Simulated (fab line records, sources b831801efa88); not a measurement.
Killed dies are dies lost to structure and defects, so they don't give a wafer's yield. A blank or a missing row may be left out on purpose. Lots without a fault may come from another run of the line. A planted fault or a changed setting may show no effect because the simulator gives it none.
Which tool did it? | flow gf180mcu | 12 lots, 36 wafers sampled, at 6 steps of a route of 602

WHAT THE GAUGES READ, wafer by wafer
GF_HV_LDD_CD_MEAS_19: target cd 400 nm. Usual: cd_nm 399.7 nm, standard deviation 2.3.
lot  | measured     | on        | cd_nm (nm)        | flag
L688 | day 12 01:17 | cd_sem-01 | 399.2 401.5 400.8 |
L689 | day 12 14:33 | cd_sem-01 | 402.2 404.0 405.4 |
L690 | day 12 19:34 | cd_sem-01 | 398.7 400.0 400.9 |
L691 | day 13 02:25 | cd_sem-01 | 396.4 395.7 398.6 |
L693 | day 13 19:16 | cd_sem-02 | 397.7 396.6 395.2 |
L698 | day 15 09:20 | cd_sem-02 | 399.7 400.4 400.1 |
L700 | day 15 19:43 | cd_sem-02 | 409.8 406.4 408.1 | OFF
L701 | day 16 03:26 | cd_sem-02 | 407.0 410.0 410.5 | OFF
L702 | day 16 15:20 | cd_sem-01 | 410.2 409.0 411.9 | OFF
L709 | day 18 14:01 | cd_sem-02 | 399.0 398.9 398.0 |
L710 | day 19 00:04 | cd_sem-01 | 398.2 400.6 400.2 |
L711 | day 19 05:36 | cd_sem-01 | 396.7 397.8 394.8 |

GF_M4_CD_MEAS_14: target cd 280 nm. Usual: cd_nm 280.0 nm, standard deviation 1.2.
lot  | measured     | on        | cd_nm (nm)        | flag
L688 | day 25 13:02 | cd_sem-01 | 281.6 280.9 280.0 |
L689 | day 26 00:31 | cd_sem-01 | 281.3 281.1 280.8 |
L690 | day 26 06:47 | cd_sem-01 | 281.1 279.4 280.1 |
L691 | day 26 15:08 | cd_sem-02 | 280.4 281.6 280.4 |
L693 | day 27 06:58 | cd_sem-02 | 280.3 280.6 280.4 |
L698 | day 28 19:40 | cd_sem-01 | 279.0 279.7 279.5 |
L700 | day 29 06:14 | cd_sem-01 | 279.8 280.2 280.0 |
L701 | day 29 13:08 | cd_sem-02 | 278.3 279.1 278.9 |
L702 | day 29 23:11 | cd_sem-02 | 282.8 283.6 282.4 |
L709 | day 31 14:46 | cd_sem-01 | 280.5 281.4 279.6 |
L710 | day 31 23:01 | cd_sem-01 | 277.8 278.9 277.8 |
L711 | day 32 02:27 | cd_sem-02 | 279.1 278.9 279.9 |

WHICH TOOL RAN EACH LOT (tool, then ch and the chambers of the sampled wafers, then the start)
lot  | GF_HV_LDD_COAT_14                 | GF_HV_LDD_STRIP_22                   | GF_M4_SPUTTER_00             | GF_M4_SPUTTER_02
L688 | litho_track-04 ch 0, day 11 14:29 | plasma_asher-02 ch 0,1, day 12 01:35 | pvd_sputter-04, day 24 14:13 | pvd_sputter-04, day 24 14:20
L689 | litho_track-03 ch 0, day 12 03:37 | plasma_asher-03 ch 0,1, day 12 14:51 | pvd_sputter-04, day 25 02:19 | pvd_sputter-04, day 25 02:26
L690 | litho_track-03 ch 0, day 12 08:16 | plasma_asher-03 ch 0,1, day 12 19:52 | pvd_sputter-03, day 25 08:10 | pvd_sputter-03, day 25 08:17
L691 | litho_track-03 ch 0, day 12 16:16 | plasma_asher-04 ch 0,1, day 13 02:44 | pvd_sputter-03, day 25 16:58 | pvd_sputter-03, day 25 17:06
L693 | litho_track-04 ch 0, day 13 08:16 | plasma_asher-03 ch 0,1, day 13 19:34 | pvd_sputter-04, day 26 08:33 | pvd_sputter-04, day 26 08:41
L698 | litho_track-03 ch 0, day 14 21:41 | plasma_asher-04 ch 0,1, day 15 09:37 | pvd_sputter-03, day 27 22:47 | pvd_sputter-03, day 27 22:55
L700 | litho_track-03 ch 0, day 15 07:49 | plasma_asher-03 ch 0,1, day 15 20:01 | pvd_sputter-02, day 28 09:21 | pvd_sputter-02, day 28 09:29
L701 | litho_track-03 ch 0, day 15 15:56 | plasma_asher-04 ch 0,1, day 16 03:43 | pvd_sputter-03, day 28 15:58 | pvd_sputter-03, day 28 16:06
L702 | litho_track-03 ch 0, day 16 03:11 | plasma_asher-04 ch 0,1, day 16 15:37 | pvd_sputter-03, day 29 02:06 | pvd_sputter-03, day 29 02:14
L709 | litho_track-04 ch 0, day 18 01:49 | plasma_asher-02 ch 0,1, day 18 14:19 | pvd_sputter-04, day 30 19:39 | pvd_sputter-04, day 30 19:47
L710 | litho_track-03 ch 0, day 18 12:16 | plasma_asher-03 ch 0,1, day 19 00:22 | pvd_sputter-04, day 31 04:00 | pvd_sputter-04, day 31 04:08
L711 | litho_track-02 ch 0, day 18 17:19 | plasma_asher-02 ch 0,1, day 19 05:54 | pvd_sputter-02, day 31 07:18 | pvd_sputter-02, day 31 07:26
- GF_HV_LDD_COAT_14: resist thk 1000 nm.
- GF_HV_LDD_STRIP_22: strips in O2/N2.
- GF_M4_SPUTTER_00: material Ti, target thk 37.5 nm, time 150 s.
- GF_M4_SPUTTER_02: material AlCu, target thk 450 nm, time 23.9 s.

WHAT THE TOOLS THEMSELVES READ (means of the sampled wafers that have a number; where no wafer has one, the mark that the record gives instead)
GF_HV_LDD_STRIP_22. Usual: drypump_motor_current_A 6.0 A, standard deviation 0.31; heater_power_w 331 W, standard deviation 40; oes_product_au 0.716 a.u., standard deviation 0.0049; strip_time_to_endpoint_s 12.63 s, standard deviation 0.038.
lot  | tool            | drypump_motor_current_A (A) | heater_power_w (W) | oes_product_au (a.u.) | strip_time_to_endpoint_s (s) | flag
L688 | plasma_asher-02 | 6.1                         | 333                | 0.712                 | 12.66                        |
L689 | plasma_asher-03 | 6.3                         | 296                | 0.713                 | 12.60                        |
L690 | plasma_asher-03 | 6.1                         | 304                | 0.715                 | 12.58                        |
L691 | plasma_asher-04 | 5.7                         | 338                | 0.722                 | 12.61                        |
L693 | plasma_asher-03 | 6.3                         | 295                | 0.716                 | 12.66                        |
L698 | plasma_asher-04 | 5.7                         | 334                | 0.716                 | 12.65                        |
L700 | plasma_asher-03 | 6.3                         | 300                | 0.714                 | 11.61                        | OFF
L701 | plasma_asher-04 | 5.7                         | 335                | 0.714                 | 11.55                        | OFF
L702 | plasma_asher-04 | 5.7                         | 358                | 0.717                 | 11.58                        | OFF
L709 | plasma_asher-02 | 6.2                         | 363                | 0.715                 | 12.61                        |
L710 | plasma_asher-03 | 6.1                         | 302                | 0.718                 | 12.68                        |
L711 | plasma_asher-02 | 6.0                         | 338                | 0.715                 | 12.59                        |

GF_M4_SPUTTER_00. Usual: chamber_pressure_pa 2.000 Pa, standard deviation 0.0045; substrate_temp_c 199.98 C, standard deviation 0.17; throttle_valve_pct 30.2 %, standard deviation 0.94.
lot  | tool           | chamber_pressure_pa (Pa) | substrate_temp_c (C) | throttle_valve_pct (%) | flag
L688 | pvd_sputter-04 | 2.004                    | 200.02               | 30.1                   |
L689 | pvd_sputter-04 | 2.002                    | 199.98               | 30.2                   |
L690 | pvd_sputter-03 | 2.000                    | 199.90               | 30.8                   |
L691 | pvd_sputter-03 | 2.001                    | 200.12               | 30.8                   |
L693 | pvd_sputter-04 | 1.999                    | 200.04               | 30.5                   |
L698 | pvd_sputter-03 | 1.999                    | 199.94               | 29.8                   |
L700 | pvd_sputter-02 | 2.007                    | 199.86               | 29.6                   |
L701 | pvd_sputter-03 | 2.000                    | 200.00               | 30.4                   |
L702 | pvd_sputter-03 | 1.996                    | 200.01               | 30.0                   |
L709 | pvd_sputter-04 | 2.005                    | 199.98               | 30.2                   |
L710 | pvd_sputter-04 | 1.994                    | 200.05               | 30.0                   |
L711 | pvd_sputter-02 | 1.995                    | 200.09               | 30.5                   |

GF_M4_SPUTTER_02. Usual: chamber_pressure_pa 0.3998 Pa, standard deviation 0.00077; throttle_valve_pct 30.2 %, standard deviation 0.95.
lot  | tool           | chamber_pressure_pa (Pa) | throttle_valve_pct (%) | flag
L688 | pvd_sputter-04 | 0.3998                   | 30.1                   |
L689 | pvd_sputter-04 | 0.4001                   | 30.2                   |
L690 | pvd_sputter-03 | 0.4001                   | 30.8                   |
L691 | pvd_sputter-03 | 0.4003                   | 30.8                   |
L693 | pvd_sputter-04 | 0.4002                   | 30.2                   |
L698 | pvd_sputter-03 | 0.3999                   | 29.9                   |
L700 | pvd_sputter-02 | 0.3993                   | 29.8                   |
L701 | pvd_sputter-03 | 0.3990                   | 30.4                   |
L702 | pvd_sputter-03 | 0.3998                   | 30.1                   |
L709 | pvd_sputter-04 | 0.3997                   | 30.2                   |
L710 | pvd_sputter-04 | 0.3995                   | 30.0                   |
L711 | pvd_sputter-02 | 0.4005                   | 30.5                   |

THE ANSWER, worked out from the rows above alone
Rule: a lot is off if the mean of its wafers that have a number lies more than 3 standard deviations from the usual mean. A lot without any number at a reading at which 4 lots or more have one is off too. The other lots that the step has rows for count as sound. The gauges are gone through in route order, then the tools' own readings, and for those a lot's mean is taken as printed above. The first step at which some lot is off is used, and at that step the reading that is off furthest; a lot without a number counts as furthest.
Off: L700, L701, L702, at GF_HV_LDD_CD_MEAS_19 (cd_nm).
A tool fits if, at a process step before that reading, it ran every lot that is off, and no sound lot after the first of them. The gauges at GF_HV_LDD_CD_MEAS_19 aren't tried: what is off there is off at GF_HV_LDD_STRIP_22 too, on other tools, and a gauge's error can't cause that. None of those tried fits.

WHAT THE SIMULATOR HAD PUT IN
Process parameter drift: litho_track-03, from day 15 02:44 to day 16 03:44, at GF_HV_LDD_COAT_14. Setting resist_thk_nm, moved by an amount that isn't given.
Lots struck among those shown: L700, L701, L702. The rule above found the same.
